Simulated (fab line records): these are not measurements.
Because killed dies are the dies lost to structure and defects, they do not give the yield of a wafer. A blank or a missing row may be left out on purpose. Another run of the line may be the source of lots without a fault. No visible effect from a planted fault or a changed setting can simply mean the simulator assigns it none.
Matching of chambers :: flow gf180mcu :: GF_V1_ETCH_16 on rieDiel-02: 4 sister chambers
The step etches BARC in N2/H2. 20 wafers are shown with their chamber, then 10 later ones without.

== WAFERS WITH THEIR CHAMBER ==
wafer: L076.3
chamber: 0
drypumpMotorCurrentA (A): 5.8
rfFwdPowerW (W): 493.9
throttleValvePct (%): 13.218

wafer: L076.5
chamber: 1
drypumpMotorCurrentA (A): 5.4
rfFwdPowerW (W): 494.0
throttleValvePct (%): 13.224

wafer: L076.6
chamber: 2
drypumpMotorCurrentA (A): 5.9
rfFwdPowerW (W): 492.7
throttleValvePct (%): 13.237

wafer: L079.1
chamber: 2
drypumpMotorCurrentA (A): 5.9
rfFwdPowerW (W): 495.4
throttleValvePct (%): 13.232

wafer: L079.3
chamber: 3
drypumpMotorCurrentA (A): 5.0
rfFwdPowerW (W): 494.8
throttleValvePct (%): 13.221

wafer: L079.6
chamber: 3
drypumpMotorCurrentA (A): 5.0
rfFwdPowerW (W): 495.4
throttleValvePct (%): 13.207

wafer: L080.2
chamber: 2
drypumpMotorCurrentA (A): 5.9
rfFwdPowerW (W): 496.5
throttleValvePct (%): 13.215

wafer: L080.4
chamber: 3
drypumpMotorCurrentA (A): 5.0
rfFwdPowerW (W): 494.7
throttleValvePct (%): 13.214

wafer: L080.5
chamber: 3
drypumpMotorCurrentA (A): 5.0
rfFwdPowerW (W): 495.0
throttleValvePct (%): 13.222

wafer: L083.3
chamber: 3
drypumpMotorCurrentA (A): 5.0
rfFwdPowerW (W): 493.7
throttleValvePct (%): 13.223

wafer: L083.4
chamber: 0
drypumpMotorCurrentA (A): 5.9
rfFwdPowerW (W): 495.3
throttleValvePct (%): 13.214

wafer: L083.5
chamber: 1
drypumpMotorCurrentA (A): 5.3
rfFwdPowerW (W): 493.2
throttleValvePct (%): 13.231

wafer: L085.1
chamber: 0
drypumpMotorCurrentA (A): 5.8
rfFwdPowerW (W): 494.8
throttleValvePct (%): 13.219

wafer: L085.2
chamber: 3
drypumpMotorCurrentA (A): 5.0
rfFwdPowerW (W): 494.3
throttleValvePct (%): 13.219

wafer: L085.4
chamber: 1
drypumpMotorCurrentA (A): 5.4
rfFwdPowerW (W): 493.9
throttleValvePct (%): 13.216

wafer: L087.1
chamber: 2
drypumpMotorCurrentA (A): 5.9
rfFwdPowerW (W): 497.3
throttleValvePct (%): 13.219

wafer: L087.2
chamber: 3
drypumpMotorCurrentA (A): 5.0
rfFwdPowerW (W): 494.3
throttleValvePct (%): 13.224

wafer: L087.4
chamber: 0
drypumpMotorCurrentA (A): 5.8
rfFwdPowerW (W): 492.2
throttleValvePct (%): 13.228

wafer: L091.3
chamber: 3
drypumpMotorCurrentA (A): 5.0
rfFwdPowerW (W): 496.0
throttleValvePct (%): 13.217

wafer: L091.4
chamber: 1
drypumpMotorCurrentA (A): 5.4
rfFwdPowerW (W): 493.6
throttleValvePct (%): 13.231

SIGNATURES (averages over the wafers above)
reading: drypumpMotorCurrentA
chamber 0: 5.825
chamber 1: 5.375
chamber 2: 5.900
chamber 3: 5.000
scatter within a chamber: 0.0306

reading: rfFwdPowerW
chamber 0: 494.050
chamber 1: 493.675
chamber 2: 495.475
chamber 3: 494.775
scatter within a chamber: 1.16

reading: throttleValvePct
chamber 0: 13.21975
chamber 1: 13.22550
chamber 2: 13.22575
chamber 3: 13.21837
scatter within a chamber: 0.00711
Rule: a wafer's distance from a chamber is the root of the sum, over the readings, of the square of ((its reading less the chamber's mean) divided by the reading's scatter). If the next closest chamber is less than 2 further off than the closest, the wafer can't be placed; otherwise it belongs to the closest. The scatter: the root of (the sum of the squares of (reading less its chamber's mean) over the shown wafers, divided by (wafers less chambers)).

== WAFERS WITHOUT THEIR CHAMBER ==
wafer: L091.5
drypumpMotorCurrentA (A): 5.0
rfFwdPowerW (W): 496.8
throttleValvePct (%): 13.219

wafer: L093.2
drypumpMotorCurrentA (A): 5.9
rfFwdPowerW (W): 493.2
throttleValvePct (%): 13.228

wafer: L093.4
drypumpMotorCurrentA (A): 5.3
rfFwdPowerW (W): 495.7
throttleValvePct (%): 13.223

wafer: L093.6
drypumpMotorCurrentA (A): 5.3
rfFwdPowerW (W): 495.0
throttleValvePct (%): 13.237

wafer: L094.1
drypumpMotorCurrentA (A): 5.9
rfFwdPowerW (W): 497.3
throttleValvePct (%): 13.232

wafer: L094.2
drypumpMotorCurrentA (A): 5.3
rfFwdPowerW (W): 493.4
throttleValvePct (%): 13.221

wafer: L094.3
drypumpMotorCurrentA (A): 5.0
rfFwdPowerW (W): 497.0
throttleValvePct (%): 13.236

wafer: L096.2
drypumpMotorCurrentA (A): 5.9
rfFwdPowerW (W): 495.2
throttleValvePct (%): 13.213

wafer: L096.3
drypumpMotorCurrentA (A): 5.9
rfFwdPowerW (W): 495.5
throttleValvePct (%): 13.212

wafer: L096.4
drypumpMotorCurrentA (A): 5.0
rfFwdPowerW (W): 498.7
throttleValvePct (%): 13.234

== EACH ONE'S CHAMBER ==
wafer: L091.5
from the rows above: 3
in truth: 3

wafer: L093.2
from the rows above: can't be placed: 2 or 0
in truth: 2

wafer: L093.4
from the rows above: 1
in truth: 1

wafer: L093.6
from the rows above: 1
in truth: 1

wafer: L094.1
from the rows above: 2
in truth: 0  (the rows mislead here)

wafer: L094.2
from the rows above: 1
in truth: 1

wafer: L094.3
from the rows above: 3
in truth: 3

wafer: L096.2
from the rows above: can't be placed: 2 or 0
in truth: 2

wafer: L096.3
from the rows above: can't be placed: 2 or 0
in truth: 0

wafer: L096.4
from the rows above: 3
in truth: 3
Correctly placed: 6 of 10. Cannot be placed on the basis of these rows: 3; the candidates contain the true chamber in 3. Wrongly placed: 1.
